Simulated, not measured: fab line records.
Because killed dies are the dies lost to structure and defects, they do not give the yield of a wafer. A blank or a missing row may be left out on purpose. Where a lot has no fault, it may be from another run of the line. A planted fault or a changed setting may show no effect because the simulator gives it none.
fab line records + flow sky130
record:
- lots: 12
- wafers: 35
- last_day: 50
route steps=708 shown VIA3@586 CAP2M@615 METAL4@634 VIA4@639
lots that met no fault: taken from a fault-free run of the same line
start_h: hours from the record's first day to the start of the lot's first wafer shown + wait_h: time in hours since the lot's previous step + " as in the row above + L1.1+2: a single row standing in for several wafers + - no value, or no start given + * or withheld: withheld + < > ~ a bound
route shown NAME@n: names a module that has steps shown in the file, with the first one's number in the route + usual: average and standard deviation across the fault-free wafers + same: alike in all rows + chamber/n: place in a boat + sites: the reading at each site + _std_site: the standard deviation of these + _edge_site: the outer-site mean with the inner-site mean subtracted + radius_mm: for every site, how far away it sits from the centre of the wafer + mask NAME#n: copy n + behind: the last tool/chamber to shape the wafer + hold: why the lot was held/for how many hours/how that ended + device: the transistor (n, p or np) that didn't switch + end of line: the tests these same wafers got at the end of their route + a step given without rows: its recipe and nothing more + killed: count of dies lost to structure and defects at first sort (not the wafer's yield) + map: shows each die of a wafer: x if killed, . if not, _ if none is there
set.NAME: the setting as run; set.NAME@STEP: as run at that earlier step + model.NAME: the simulator's own value behind a step, which no gauge read
one table for each step of the route and one row for each wafer, over a sample of lots
services: a tool's chamber out of use, with start hour (start_h, from the record's first day; less than 0 if before it), hours out, and reason
== steps ==
step: SKY_VIA3_OVL_MEAS_13
usual:
- VIA3_OVL: 1/6.3
| lot.wafer | tool       | chamber | start_h | wait_h | VIA3_OVL[nm] |
|-----------|------------|---------|---------|--------|--------------|
| L448.1    | overlay-02 | -       | 936.48  | 0.1    | 2            |
| L448.3    | "          | -       | "       | "      | -2           |
| L448.6    | "          | -       | "       | "      | -8           |
| L450.1    | overlay-01 | -       | 951.39  | 0.1    | 6            |
| L450.3    | "          | -       | "       | "      | -1           |
| L450.5    | "          | -       | "       | "      | 5            |
| L451.1    | overlay-01 | -       | 958.54  | 0.1    | -3           |
| L451.2    | "          | -       | "       | "      | -17          |
| L451.3    | "          | -       | "       | "      | -6           |
| L452.2    | overlay-01 | -       | 963.74  | 0.1    | 3            |
| L452.5    | "          | -       | "       | "      | -3           |
| L452.6    | "          | -       | "       | "      | 3            |
| L453.2    | overlay-01 | -       | 969.09  | 0.1    | 7            |
| L453.5    | "          | -       | "       | "      | 6            |
| L453.6    | "          | -       | "       | "      | 9            |
| L454.2    | overlay-02 | -       | 983.49  | 0.1    | -8           |
| L454.4    | "          | -       | "       | "      | -11          |
| L454.6    | "          | -       | "       | "      | -9           |
| L456.2    | overlay-02 | -       | 997.56  | 0.1    | 0            |
| L456.4    | "          | -       | "       | "      | -1           |
| L456.6    | "          | -       | "       | "      | 3            |
| L457.1    | overlay-02 | -       | 1004.73 | 0.1    | -1           |
| L457.3    | "          | -       | "       | "      | -4           |
| L457.5    | "          | -       | "       | "      | -1           |
| L458.1    | overlay-01 | -       | 1015.63 | 0.1    | 14           |
| L458.5    | "          | -       | "       | "      | 21           |
| L458.6    | "          | -       | "       | "      | 8            |
| L463.2    | overlay-01 | -       | 1046.30 | 0.1    | -7           |
| L463.3    | "          | -       | "       | "      | -5           |
| L463.5    | "          | -       | "       | "      | -1           |
| L464.1    | overlay-01 | -       | 1048.49 | 0.1    | 2            |
| L464.2    | "          | -       | "       | "      | -5           |
| L464.6    | "          | -       | "       | "      | -7           |
| L467.2    | overlay-01 | -       | 1070.46 | 0.1    | -8           |
| L467.6    | "          | -       | "       | "      | -3           |
step: SKY_CAP2M_OVL_MEAS_12
usual:
- CAP2M_OVL: 0.2/1.5
| lot.wafer | tool       | chamber | start_h | wait_h | CAP2M_OVL[nm] |
|-----------|------------|---------|---------|--------|---------------|
| L448.1    | overlay-02 | -       | 963.27  | 0.1    | 0.9           |
| L448.3    | "          | -       | "       | "      | 2.6           |
| L448.6    | "          | -       | "       | "      | 0.2           |
| L450.1    | overlay-01 | -       | 977.82  | 0.1    | 0.1           |
| L450.3    | "          | -       | "       | "      | -0.9          |
| L450.5    | "          | -       | "       | "      | -0.2          |
| L451.1    | overlay-01 | -       | 985.01  | 0.1    | 2.0           |
| L451.2    | "          | -       | "       | "      | 0.7           |
| L451.3    | "          | -       | "       | "      | 0.9           |
| L452.2    | overlay-02 | -       | 989.88  | 0.1    | 1.7           |
| L452.5    | "          | -       | "       | "      | 1.2           |
| L452.6    | "          | -       | "       | "      | 1.2           |
| L453.2    | overlay-01 | -       | 994.57  | 0.1    | 2.5           |
| L453.5    | "          | -       | "       | "      | 1.2           |
| L453.6    | "          | -       | "       | "      | 2.4           |
| L454.2    | overlay-01 | -       | 1008.97 | 0.1    | 2.6           |
| L454.4    | "          | -       | "       | "      | 2.5           |
| L454.6    | "          | -       | "       | "      | 1.4           |
| L456.2    | overlay-01 | -       | 1022.53 | 0.1    | 0.3           |
| L456.4    | "          | -       | "       | "      | 1.9           |
| L456.6    | "          | -       | "       | "      | -0.7          |
| L457.1    | overlay-02 | -       | 1028.96 | 0.1    | 0.7           |
| L457.3    | "          | -       | "       | "      | -0.8          |
| L457.5    | "          | -       | "       | "      | 0.5           |
| L458.1    | overlay-02 | -       | 1039.56 | 0.1    | -1.9          |
| L458.5    | "          | -       | "       | "      | -0.1          |
| L458.6    | "          | -       | "       | "      | 0.2           |
| L463.2    | overlay-02 | -       | 1069.78 | 0.1    | -0.3          |
| L463.3    | "          | -       | "       | "      | 0.6           |
| L463.5    | "          | -       | "       | "      | -1.4          |
| L464.1    | overlay-02 | -       | 1071.32 | 0.1    | -2.1          |
| L464.2    | "          | -       | "       | "      | -0.7          |
| L464.6    | "          | -       | "       | "      | -3.0          |
| L467.2    | overlay-01 | -       | 1092.97 | 0.1    | -0.5          |
| L467.6    | "          | -       | "       | "      | -2.1          |
step: SKY_METAL4_METAL_ETCH_18
recipe:
- target_depth_a: 8450
- stop_on: SiO2
- over_etch_frac: 0.3
- time_s: 183.1
- chemistry: Cl2/BCl3
- resist_sidewall_deg: 88
- pressure_mtorr: 10
- icp_w: 900
- bias_w: 48.5
- Cl2_flow_sccm: 60
- bcl3_flow_sccm: 30
usual:
- drypump_motor_current_A: 5.6/0.36
- oes_product_au: 0.865/0.0061
- rf_fwd_power_W: 896.9/2.6
- throttle_valve_pct: 22.264/0.0091
| lot.wafer | tool         | chamber | start_h | wait_h | drypump_motor_current_A | oes_product_au | rf_fwd_power_W | rf_hours_counter_h | throttle_valve_pct |
|-----------|--------------|---------|---------|--------|-------------------------|----------------|----------------|--------------------|--------------------|
| L448.1    | rie_metal-01 | 0       | 989.42  | 0.0    | 5.7                     | 0.868          | 901.3          | 14                 | 22.262             |
| L448.3    | "            | 0       | "       | "      | 5.7                     | 0.864          | 899.7          | -                  | 22.270             |
| L448.6    | "            | 0       | "       | "      | 5.7                     | 0.871          | 901.0          | -                  | 22.273             |
| L450.1    | rie_metal-04 | 1       | 1001.97 | 0.0    | 5.2                     | 0.871          | 898.8          | 13                 | 22.267             |
| L450.3    | "            | 1       | "       | "      | 5.2                     | 0.859          | 896.7          | -                  | 22.268             |
| L450.5    | "            | 0       | "       | "      | 5.5                     | 0.856          | 895.3          | -                  | 22.269             |
| L451.1    | rie_metal-04 | 0       | 1009.57 | 0.0    | 5.4                     | 0.870          | 895.8          | 18                 | 22.267             |
| L451.2    | "            | 1       | "       | "      | 5.2                     | 0.858          | 895.8          | 13                 | 22.265             |
| L451.3    | "            | 0       | "       | "      | 5.4                     | 0.871          | 895.3          | -                  | 22.264             |
| L452.2    | rie_metal-04 | 1       | 1014.22 | 0.0    | 5.3                     | 0.876          | 896.9          | 13                 | 22.272             |
| L452.5    | "            | 1       | "       | "      | 5.2                     | 0.874          | 893.3          | -                  | 22.251             |
| L452.6    | "            | 0       | "       | "      | 5.5                     | 0.877          | 902.1          | -                  | 22.261             |
| L453.2    | rie_metal-04 | 0       | 1018.87 | 0.0    | 5.5                     | 0.856          | 897.6          | 19                 | 22.270             |
| L453.5    | "            | 0       | "       | "      | 5.4                     | 0.868          | 892.0          | -                  | 22.258             |
| L453.6    | "            | 1       | "       | "      | 5.2                     | 0.859          | 896.5          | -                  | 22.274             |
| L454.2    | rie_metal-04 | 0       | 1032.82 | 0.0    | 5.5                     | 0.861          | 897.6          | 19                 | 22.258             |
| L454.4    | "            | 1       | "       | "      | 5.2                     | 0.859          | 894.2          | -                  | 22.263             |
| L454.6    | "            | 0       | "       | "      | 5.5                     | 0.857          | 894.2          | -                  | 22.279             |
| L456.2    | rie_metal-01 | 1       | 1045.77 | 0.0    | 5.9                     | 0.857          | 898.3          | 20                 | 22.276             |
| L456.4    | "            | 0       | "       | "      | 5.7                     | 0.860          | 896.5          | -                  | 22.261             |
| L456.6    | "            | 0       | "       | "      | 5.7                     | 0.857          | 898.0          | -                  | 22.250             |
| L457.1    | rie_metal-03 | 0       | 1052.47 | 0.0    | 5.5                     | 0.868          | 898.2          | 24                 | 22.251             |
| L457.3    | "            | 1       | "       | "      | 6.3                     | 0.865          | 896.0          | -                  | 22.255             |
| L457.5    | "            | 0       | "       | "      | 5.5                     | 0.861          | 896.6          | -                  | 22.274             |
| L458.1    | rie_metal-04 | 1       | 1072.63 | 0.0    | 5.2                     | 0.870          | 894.7          | 17                 | 22.276             |
| L458.5    | "            | 1       | "       | "      | 5.2                     | 0.873          | 896.2          | -                  | 22.259             |
| L458.6    | "            | 0       | "       | "      | 5.4                     | 0.859          | 889.1          | -                  | 22.273             |
| L463.2    | rie_metal-03 | 1       | 1092.48 | 0.1    | 6.3                     | 0.871          | 894.0          | -                  | 22.263             |
| L463.3    | "            | 1       | "       | "      | 6.3                     | 0.870          | 896.1          | -                  | 22.266             |
| L463.5    | "            | 1       | "       | "      | 6.3                     | 0.875          | 897.6          | -                  | 22.246             |
| L464.1    | rie_metal-03 | 1       | 1093.48 | 0.0    | 6.3                     | 0.858          | 897.4          | 19                 | 22.253             |
| L464.2    | "            | 1       | "       | "      | 6.3                     | 0.860          | 898.8          | -                  | 22.258             |
| L464.6    | "            | 1       | "       | "      | 6.3                     | 0.865          | 894.6          | -                  | 22.258             |
| L467.2    | rie_metal-01 | 0       | 1114.32 | 0.0    | 5.7                     | 0.862          | 897.6          | 21                 | 22.246             |
| L467.6    | "            | 1       | "       | "      | 5.9                     | 0.868          | 900.2          | -                  | 22.269             |
step: SKY_VIA4_HDPCVD_00
recipe:
- material: SiO2
- target_thk_nm: 1750
- sigma_open_frac: 0.3
- time_s: 291.7
- temp_c: 400
- sih4_flow_sccm: 60
- pressure_mtorr: 6
usual:
- pressure_mtorr: 6.000/0.012
- run_length_s: 319.5/0.58
- susceptor_temp_C: 400.02/0.23
| lot.wafer | tool      | chamber | start_h | wait_h | pressure_mtorr | run_length_s | susceptor_temp_C |
|-----------|-----------|---------|---------|--------|----------------|--------------|------------------|
| L448.1    | hdpcvd-01 | 1       | 990.74  | 0.0    | 5.993          | 319.9        | 399.64           |
| L448.3    | "         | 2       | "       | "      | 5.986          | 320.2        | 399.91           |
| L448.6    | "         | 0       | "       | "      | 5.997          | 319.9        | 400.10           |
| L450.1    | hdpcvd-01 | 2       | 1002.74 | 0.0    | 6.018          | 319.8        | 399.84           |
| L450.3    | "         | 0       | "       | "      | 5.978          | 319.7        | 400.00           |
| L450.5    | "         | 2       | "       | "      | 6.006          | 320.4        | 399.75           |
| L451.1    | hdpcvd-02 | 0       | 1010.34 | 0.0    | 5.992          | 318.6        | 400.29           |
| L451.2    | "         | 1       | "       | "      | 6.000          | 318.5        | 400.18           |
| L451.3    | "         | 2       | "       | "      | 6.002          | 319.6        | 399.97           |
| L452.2    | hdpcvd-01 | 1       | 1014.99 | 0.0    | 5.995          | 319.4        | 400.22           |
| L452.5    | "         | 0       | "       | "      | 5.989          | 319.3        | 400.43           |
| L452.6    | "         | 1       | "       | "      | 5.992          | 319.8        | 399.81           |
| L453.2    | hdpcvd-02 | 0       | 1019.64 | 0.0    | 6.000          | 318.9        | 400.45           |
| L453.5    | "         | 0       | "       | "      | 5.998          | 319.3        | 399.98           |
| L453.6    | "         | 2       | "       | "      | 6.001          | 319.8        | 400.19           |
| L454.2    | hdpcvd-02 | 0       | 1033.59 | 0.0    | 5.991          | 319.1        | 399.94           |
| L454.4    | "         | 2       | "       | "      | 6.005          | 320.1        | 400.02           |
| L454.6    | "         | 0       | "       | "      | 5.986          | 318.6        | 400.40           |
| L456.2    | hdpcvd-01 | 2       | 1046.54 | 0.0    | 5.982          | 319.7        | 400.30           |
| L456.4    | "         | 2       | "       | "      | 5.990          | 320.0        | 400.07           |
| L456.6    | "         | 0       | "       | "      | 6.005          | 319.3        | 399.88           |
| L457.1    | hdpcvd-01 | 2       | 1053.31 | 0.0    | 5.986          | 320.6        | 399.89           |
| L457.3    | "         | 0       | "       | "      | 6.002          | 319.7        | 399.54           |
| L457.5    | "         | 0       | "       | "      | 6.013          | 319.5        | 399.67           |
| L458.1    | hdpcvd-02 | 2       | 1073.39 | 0.0    | 6.001          | 320.5        | 400.29           |
| L458.5    | "         | 0       | "       | "      | 5.989          | 318.6        | 399.74           |
| L458.6    | "         | 2       | "       | "      | 5.995          | 320.0        | 400.25           |
| L463.2    | hdpcvd-02 | 0       | 1093.52 | 0.0    | 6.014          | 318.7        | 400.29           |
| L463.3    | "         | 2       | "       | "      | 6.006          | 319.6        | 400.15           |
| L463.5    | "         | 1       | "       | "      | 6.007          | 318.9        | 400.10           |
| L464.1    | hdpcvd-02 | 1       | 1094.42 | 0.0    | 6.027          | 318.5        | 399.90           |
| L464.2    | "         | 2       | "       | "      | 5.990          | 320.1        | 399.76           |
| L464.6    | "         | 2       | "       | "      | 6.015          | 266.5        | -                |
| L467.2    | hdpcvd-02 | 1       | 1115.16 | 0.0    | 6.002          | 319.2        | 399.95           |
| L467.6    | "         | 2       | "       | "      | 5.996          | 266.9        | -                |
step: SKY_VIA4_THK_MEAS_01
recipe:
- reads: SiO2_of_VIA4_HDPCVD_00
usual:
- VIA4_HDPCVD_THK: 1752/17
| lot.wafer | tool          | chamber | start_h | wait_h | VIA4_HDPCVD_THK[nm] |
|-----------|---------------|---------|---------|--------|---------------------|
| L448.1    | film_metro-02 | -       | 990.92  | 0.1    | 1761                |
| L448.3    | "             | -       | "       | "      | 1774                |
| L448.6    | "             | -       | "       | "      | 1769                |
| L450.1    | film_metro-04 | -       | 1003.01 | 0.2    | 1752                |
| L450.3    | "             | -       | "       | "      | 1775                |
| L450.5    | "             | -       | "       | "      | 1776                |
| L451.1    | film_metro-02 | -       | 1010.52 | 0.1    | 1731                |
| L451.2    | "             | -       | "       | "      | 1772                |
| L451.3    | "             | -       | "       | "      | 1746                |
| L452.2    | film_metro-04 | -       | 1015.18 | 0.1    | 1741                |
| L452.5    | "             | -       | "       | "      | 1765                |
| L452.6    | "             | -       | "       | "      | 1746                |
| L453.2    | film_metro-04 | -       | 1019.82 | 0.1    | 1753                |
| L453.5    | "             | -       | "       | "      | 1754                |
| L453.6    | "             | -       | "       | "      | 1733                |
| L454.2    | film_metro-02 | -       | 1033.78 | 0.1    | 1736                |
| L454.4    | "             | -       | "       | "      | 1714                |
| L454.6    | "             | -       | "       | "      | 1761                |
| L456.2    | film_metro-01 | -       | 1046.72 | 0.1    | 1759                |
| L456.4    | "             | -       | "       | "      | 1778                |
| L456.6    | "             | -       | "       | "      | 1753                |
| L457.1    | film_metro-04 | -       | 1053.48 | 0.1    | 1761                |
| L457.3    | "             | -       | "       | "      | 1769                |
| L457.5    | "             | -       | "       | "      | 1773                |
| L458.1    | film_metro-02 | -       | 1073.57 | 0.1    | 1714                |
| L458.5    | "             | -       | "       | "      | 1733                |
| L458.6    | "             | -       | "       | "      | 1712                |
| L463.2    | film_metro-01 | -       | 1093.71 | 0.1    | 1740                |
| L463.3    | "             | -       | "       | "      | 1709                |
| L463.5    | "             | -       | "       | "      | 1728                |
| L464.1    | film_metro-01 | -       | 1094.60 | 0.1    | 1741                |
| L464.2    | "             | -       | "       | "      | 1726                |
| L464.6    | "             | -       | "       | "      | 1394                |
| L467.2    | film_metro-01 | -       | 1115.35 | 0.1    | 1756                |
| L467.6    | "             | -       | "       | "      | 1430                |
== services ==
| tool         | chamber | start_h | hours | kind           |
|--------------|---------|---------|-------|----------------|
| hdpcvd-01    | 1       | 998.53  | 4.5   | repair         |
| rie_metal-04 | -       | 1023.55 | 2.8   | pm             |
| rie_metal-03 | 0       | 1082.60 | -     | clean          |
| rie_metal-03 | 0       | 1082.60 | 16.9  | scheduled_down |
| rie_metal-03 | 0       | 1082.60 | 16.9  | vent_cycle     |
| hdpcvd-01    | 0       | 1100.66 | 5.1   | repair         |
| hdpcvd-01    | 0       | 1106.71 | 3.4   | repair         |
== key ==
first_sign:
- step: SKY_VIA4_HDPCVD_00
- reading: run_length_s
- direction: down
- sigmas: 92
- usual: *
- struck: *
effect:
- step: SKY_VIA4_THK_MEAS_01
- reading: VIA4_HDPCVD_THK
- direction: down
- sigmas: 20
- usual: 1752
- struck: 1412
met_at SKY_VIA4_HDPCVD_00
struck_lots L464,L467
struck_wafers L464.6,L467.6
not_acting_at SKY_VIA3_OVL_MEAS_13,SKY_CAP2M_OVL_MEAS_12,SKY_METAL4_METAL_ETCH_18
onset_between 1093.52 1094.42
fault:
- kind: process_parameter_drift
- tool: hdpcvd-02
- chamber: -
- onset_h: 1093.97
- steps: SKY_VIA4_HDPCVD_00
- channel: time_s
- offset: *
- shape: step
- end_h: 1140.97
- scope: struck_wafers_only
- acts_in: *
- stated: *
